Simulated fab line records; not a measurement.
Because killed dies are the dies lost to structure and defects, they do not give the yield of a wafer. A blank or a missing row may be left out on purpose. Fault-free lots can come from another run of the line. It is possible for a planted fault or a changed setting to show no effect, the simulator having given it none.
Matching of chambers / flow gf180mcu / GF_CONTACT_CMP_04 on cmp-02: 4 sister chambers
The step polishes SiO2. 20 wafers are shown with their chamber, then 9 later ones without.

== WAFERS PAIRED WITH THEIR CHAMBERS ==
wafer=L409.3; chamber=1; motor current A (A)=10.7; time to endpoint s (s)=105
wafer=L409.4; chamber=2; motor current A (A)=12.0; time to endpoint s (s)=122
wafer=L409.6; chamber=3; motor current A (A)=13.4; time to endpoint s (s)=113
wafer=L411.2; chamber=0; motor current A (A)=13.8; time to endpoint s (s)=110
wafer=L411.3; chamber=1; motor current A (A)=10.9; time to endpoint s (s)=106
wafer=L411.5; chamber=2; motor current A (A)=12.4; time to endpoint s (s)=121
wafer=L412.1; chamber=1; motor current A (A)=10.4; time to endpoint s (s)=98
wafer=L412.2; chamber=0; motor current A (A)=13.5; time to endpoint s (s)=102
wafer=L412.3; chamber=3; motor current A (A)=12.6; time to endpoint s (s)=97
wafer=L415.1; chamber=3; motor current A (A)=12.9; time to endpoint s (s)=107
wafer=L415.2; chamber=1; motor current A (A)=10.6; time to endpoint s (s)=111
wafer=L415.4; chamber=0; motor current A (A)=12.7; time to endpoint s (s)=111
wafer=L414.1; chamber=1; motor current A (A)=10.7; time to endpoint s (s)=105
wafer=L414.3; chamber=0; motor current A (A)=13.6; time to endpoint s (s)=115
wafer=L414.5; chamber=1; motor current A (A)=10.8; time to endpoint s (s)=119
wafer=L417.4; chamber=0; motor current A (A)=13.3; time to endpoint s (s)=113
wafer=L417.5; chamber=3; motor current A (A)=12.8; time to endpoint s (s)=108
wafer=L417.6; chamber=0; motor current A (A)=12.8; time to endpoint s (s)=111
wafer=L426.3; chamber=1; motor current A (A)=10.6; time to endpoint s (s)=109
wafer=L426.6; chamber=3; motor current A (A)=13.0; time to endpoint s (s)=107

SIGNATURES (means of the wafers above)
reading=motor current A; chamber 0=13.283; chamber 1=10.671; chamber 2=12.200; chamber 3=12.940; scatter within a chamber=0.314
reading=time to endpoint s; chamber 0=110.33; chamber 1=107.57; chamber 2=121.50; chamber 3=106.40; scatter within a chamber=5.52
Rule: a wafer lies at a distance from a chamber equal to the root of the sum of squares, over the readings, of (its reading less the chamber's mean, divided by the reading's scatter). The wafer belongs to the nearest chamber; if the next one is less than 2 further off, it can't be placed. How the scatter is found: for the shown wafers, subtract from each reading the mean of its chamber, square and add these, divide the total by (wafers less chambers), then take the root.

== WAFERS WHOSE CHAMBER IS MISSING ==
wafer=L428.2; motor current A (A)=13.2; time to endpoint s (s)=102
wafer=L428.3; motor current A (A)=12.4; time to endpoint s (s)=118
wafer=L428.6; motor current A (A)=11.0; time to endpoint s (s)=114
wafer=L429.3; motor current A (A)=10.7; time to endpoint s (s)=108
wafer=L429.5; motor current A (A)=13.2; time to endpoint s (s)=106
wafer=L429.6; motor current A (A)=13.4; time to endpoint s (s)=123
wafer=L430.3; motor current A (A)=12.2; time to endpoint s (s)=115
wafer=L430.5; motor current A (A)=13.1; time to endpoint s (s)=109
wafer=L430.6; motor current A (A)=11.3; time to endpoint s (s)=117

== WHICH CHAMBER EACH WENT THROUGH ==
wafer=L428.2; from the rows above=can't be placed: 3 or 0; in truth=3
wafer=L428.3; from the rows above=can't be placed: 2 or 3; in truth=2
wafer=L428.6; from the rows above=1; in truth=1
wafer=L429.3; from the rows above=1; in truth=1
wafer=L429.5; from the rows above=can't be placed: 0 or 3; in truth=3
wafer=L429.6; from the rows above=can't be placed: 0 or 3 or 2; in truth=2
wafer=L430.3; from the rows above=can't be placed: 2 or 3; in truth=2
wafer=L430.5; from the rows above=can't be placed: 0 or 3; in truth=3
wafer=L430.6; from the rows above=can't be placed: 1 or 2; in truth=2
2 of 9 placed correctly. These rows do not allow placing 7 (true chamber among the candidates in 7). Wrongly placed: 0.
